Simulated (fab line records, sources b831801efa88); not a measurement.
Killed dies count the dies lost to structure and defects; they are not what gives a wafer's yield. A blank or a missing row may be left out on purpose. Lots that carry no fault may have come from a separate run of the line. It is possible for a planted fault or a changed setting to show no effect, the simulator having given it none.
Matching of chambers ; flow gf180mcu ; 4 sister chambers for GF_V2_CMP_04 on cmp-01
The step polishes SiO2. 14 wafers are shown with their chamber, then 7 later ones without.

WAFERS PAIRED WITH THEIR CHAMBERS
wafer;chamber;motor current A (A);slurry filter dp kPa (kPa);time to endpoint s (s)
L392.1;0;13.6;13.51;77
L392.4;3;12.7;13.55;85
L392.5;1;10.3;13.43;79
L397.1;1;11.2;13.47;78
L397.2;2;12.9;13.63;82
L397.3;0;13.3;13.42;76
L398.1;0;12.6;13.40;75
L398.2;1;10.5;13.51;85
L398.5;1;11.2;13.45;91
L403.2;0;13.1;13.48;78
L403.5;0;13.2;13.38;81
L403.6;1;10.9;13.34;92
L405.1;1;11.1;13.14;86
L405.5;2;12.2;13.51;89

SIGNATURES, as means of the wafers listed above
reading;chamber 0;chamber 1;chamber 2;chamber 3;scatter within a chamber
motor current A;13.160;10.867;12.550;12.700;0.389
slurry filter dp kPa;13.4380;13.3900;13.5700;13.5500;0.105
time to endpoint s;77.40;85.17;85.50;85.00;4.65
Rule: for each reading, subtract the chamber's mean from the wafer's reading, divide by that reading's scatter and square the result; add these up over the readings and take the root, which gives the wafer's distance from the chamber. If the next closest chamber is less than 2 further off than the closest, the wafer can't be placed; otherwise it belongs to the closest. The scatter: take each reading less its chamber's mean, square it, sum over the shown wafers, divide by the number of wafers less the number of chambers, and take the root.

WAFERS WITHOUT THEIR CHAMBER
wafer;motor current A (A);slurry filter dp kPa (kPa);time to endpoint s (s)
L405.6;13.1;13.18;83
L412.2;13.0;13.53;89
L412.3;10.9;13.83;82
L412.4;12.6;13.29;80
L415.2;12.6;13.30;81
L415.4;11.1;13.71;95
L415.5;11.6;13.44;85

CHAMBER TAKEN BY EACH
wafer;from the rows above;in truth
L405.6;can't be placed: 0 or 3 or 2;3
L412.2;can't be placed: 3 or 2 or 0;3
L412.3;can't be placed: 1 or 2 or 3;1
L412.4;can't be placed: 0 or 3 or 2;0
L415.2;can't be placed: 0 or 3 or 2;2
L415.4;can't be placed: 1 or 2 or 3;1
L415.5;can't be placed: 1 or 2 or 3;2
Correctly placed: 0 of 7. Unplaceable from these rows: 7, with the true chamber sitting among the candidates in 7. Placed wrongly: 0.
